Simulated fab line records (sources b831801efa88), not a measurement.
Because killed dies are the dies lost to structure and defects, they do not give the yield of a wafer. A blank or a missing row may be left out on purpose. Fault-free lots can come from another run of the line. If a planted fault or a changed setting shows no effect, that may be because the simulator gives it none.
A lot that was struck, set against a sound lot    flow sky130    43 steps out of a route of 708
Sound: these wafers, L929.1, L929.3, L929.6. Struck: wafer L942.4. (L942.1, L942.6 of the same lot were not struck and are left out.) The cause comes at the end.
At each step with rows: each side's tool, then ch and its chambers, then its first start. Under that, the readings that differ: sound wafers    struck wafers    difference of the means    sigmas: that difference in standard deviations of wafers without a fault.
alike: a reading whose means differ by less than 2 such deviations, as well as words and numbers matching on both sides. not compared: withheld readings; readings where some wafer has no value; bounds like >300 that might hide an equal value; numbers whose values overlap and for which the record gives no deviation.
Wherever a step has rows on one side only, a row that says differs or no value, or a row with sigmas, the two part there. Non-overlapping numbers with no deviation appear without sigmas and do not part them. Lack of a reading on every wafer of one side parts them only where that side has two or more wafers.

first, 5 steps without rows for these wafers: SKY_VIA4_COAT_06 (resist thk 1140 nm); SKY_VIA4_SOFTBAKE_07 (time 60 s); SKY_VIA4_EXPOSE_08 (exposes mask VIM4, target cd 800 nm); SKY_VIA4_PEB_09; SKY_VIA4_DEVELOP_10 (develop time 60 s).
SKY_VIA4_OVL_MEAS_11:
  sound on overlay-01, day 43 06:42; struck on overlay-01, day 46 18:04
  alike: VIA4_OVL
SKY_VIA4_ETCH_12: etches SiO2 in C4F8/O2/Ar, stops on TiN, target depth 580 nm.
  sound on rie diel-03 ch 0,3, day 43 06:44; struck on rie diel-03 ch 0, day 46 18:05
  alike: oes product au, rf fwd power W
then, 4 steps without rows for these wafers: SKY_VIA4_STRIP_13 (strips in O2/N2); SKY_VIA4_STRIP_14 (strips in post etch residue remover, time 1200 s); SKY_VIA4_CLEAN_15 (cleans in IPA, time 180 s); SKY_VIA4_CLEAN_16 (cleans in O3/DIW).
SKY_VIA4_SPUTTER_17: material TiN, target thk 20 nm, time 80 s.
  sound on pvd sputter-02, day 43 07:25; struck on pvd sputter-04, day 46 19:00
  alike: throttle valve pct
SKY_VIA4_CVD_18: deposits W, target thk 505 nm, time 152.14 s.
  sound on cvd w-02 ch 0,1, day 43 07:28; struck on cvd w-02 ch 1, day 46 19:04
  alike: heater power w
SKY_VIA4_RS_MEAS_19: measurement is done with a four-point probe.
  sound on film metro-03, day 43 07:37; struck on film metro-01, day 46 19:13
  alike: VIA4_W_RS
SKY_VIA4_THK_MEAS_20: measures by xrf.
  sound on film metro-03, day 43 07:44; struck on film metro-01, day 46 19:20
  alike: VIA4_W_THK
SKY_VIA4_CMP_21: polishes, stops on SiO2, t overpolish 25 s, target thk 0 nm.
  sound on cmp-02 ch 1,2,3, day 43 07:51; struck on cmp-01 ch 2, day 46 19:23
reading               sound                 struck  difference  sigmas
overpolish run s (s)  24.984 24.998 25.001  25.012  +0.018      +2
  alike: motor current A, slurry flow ml min, time to endpoint s
then, 1 step without rows for these wafers: SKY_METAL5_SPUTTER_00 (material Ti, target thk 15 nm, time 10 s).
SKY_METAL5_SPUTTER_01: material TiN, target thk 20 nm, time 16.7 s.
  sound on pvd sputter-04, day 43 08:08; struck on pvd sputter-03, day 46 19:43
  alike: throttle valve pct
then, 3 steps without rows for these wafers: SKY_METAL5_SPUTTER_02 (material AlCu, target thk 1150 nm, time 61.2 s); SKY_METAL5_SPUTTER_03 (material Ti, target thk 5 nm, time 3.3 s); SKY_METAL5_SPUTTER_04 (material TiN, target thk 70 nm, time 58.3 s).
SKY_METAL5_RS_MEAS_05: measurement is done with a four-point probe.
  sound on film metro-01, day 43 08:16; struck on film metro-01, day 46 19:52
reading                  sound                    struck   difference  sigmas
METAL5_ALCU_RS (ohm/sq)  0.02758 0.02709 0.02746  0.02654  -0.00084    -3
SKY_METAL5_THK_MEAS_06: measures by xrf.
  sound on film metro-01, day 43 08:23; struck on film metro-01, day 46 19:59
  alike: METAL5_ALCU_THK
then, 8 steps without rows for these wafers: SKY_METAL5_DEHYDRATE_07 (time 60 s); SKY_METAL5_HMDS_08 (prime time 60 s); SKY_METAL5_COAT_09 (resist thk 1800 nm); SKY_METAL5_SOFTBAKE_10 (time 60 s); SKY_METAL5_EXPOSE_11 (exposes mask MM5, target cd 1600 nm); SKY_METAL5_PEB_12; SKY_METAL5_DEVELOP_13 (develop time 60 s); SKY_METAL5_DESCUM_14 (chemistry O2, time 11 s).
SKY_METAL5_METAL_ETCH_15: etches the open film in Cl2/BCl3, stops on SiO2, target depth 1260 nm, time 252 s.
  sound on rie metal-02 ch 0,1, day 44 06:20; struck on rie metal-02 ch 1, day 47 15:22
  alike: drypump motor current A, he backside leak sccm, oes product au, rf fwd power W, throttle valve pct
  not compared: rf hours counter h
then, 5 steps without rows for these wafers: SKY_METAL5_STRIP_16 (strips in O2/N2); SKY_METAL5_STRIP_17 (strips in post etch residue remover, time 1200 s); SKY_METAL5_CLEAN_18 (cleans in IPA, time 180 s); SKY_METAL5_CLEAN_19 (cleans in O3/DIW); SKY_PASSIVATION_CVD_00 (deposits SiO2, target thk 90 nm).
SKY_PASSIVATION_THK_MEAS_01:
  sound on film metro-02, day 44 07:10; struck on film metro-02, day 47 16:20
  alike: PASSIVATION_CVD_00_THK
then, 1 step without rows for these wafers: SKY_PASSIVATION_CVD_02 (deposits Si3N4, target thk 540 nm).
SKY_PASSIVATION_THK_MEAS_03:
  sound on film metro-03, day 44 07:28; struck on film metro-03, day 47 16:37
  alike: PASSIVATION_CVD_02_THK
then, 2 steps without rows for these wafers: SKY_PASSIVATION_DEHYDRATE_04 (time 60 s); SKY_PASSIVATION_HMDS_05 (prime time 60 s).
SKY_PAD_OPEN_PROBE_99:
  sound on prober-02, day 46 06:02; struck on prober-02, day 49 09:19
reading                                sound              struck  difference  sigmas
defect limited yield (%)               85.4 83.5 83.3     77.2    -6.9        -4
killed_at_M4_up                        1 2 3              50      +48         +23
killed dies                            72 81 82           112     +34         +4
sort_bin_3_pad_short (%)               0.4 1.2 1.6        3.5     +2.4        +5
sort_bin_5_function (%)                10.0 9.8 11.2      13.6    +3.3        +2
sort n pass                            420 411 410        380     -34         -4
sort yield pct (%)                     85.4 83.5 83.3     77.2    -6.9        -4
model.etest.tester.sort n pass         420 411 410        380     -34         
model.etest.tester.sort yield pct (%)  85.37 83.54 83.33  77.24   -6.84       
model.etest.tester.sort_bin_5_pct (%)  9.959 9.756 11.18  13.62   +3.32       
model.etest.tester.sort_bin_3_pct (%)  0.4065 1.22 1.626  3.455   +2.371      
  alike: killed_at_M0_to_M3, killed at contacts, killed at front end, killed at other, killed open, killed short, sort_bin_6_memory

WHERE THEY PART
Last at SKY_PAD_OPEN_PROBE_99 as far as this record goes, first at SKY_VIA4_CMP_21.

WHY: whatever the simulator had introduced
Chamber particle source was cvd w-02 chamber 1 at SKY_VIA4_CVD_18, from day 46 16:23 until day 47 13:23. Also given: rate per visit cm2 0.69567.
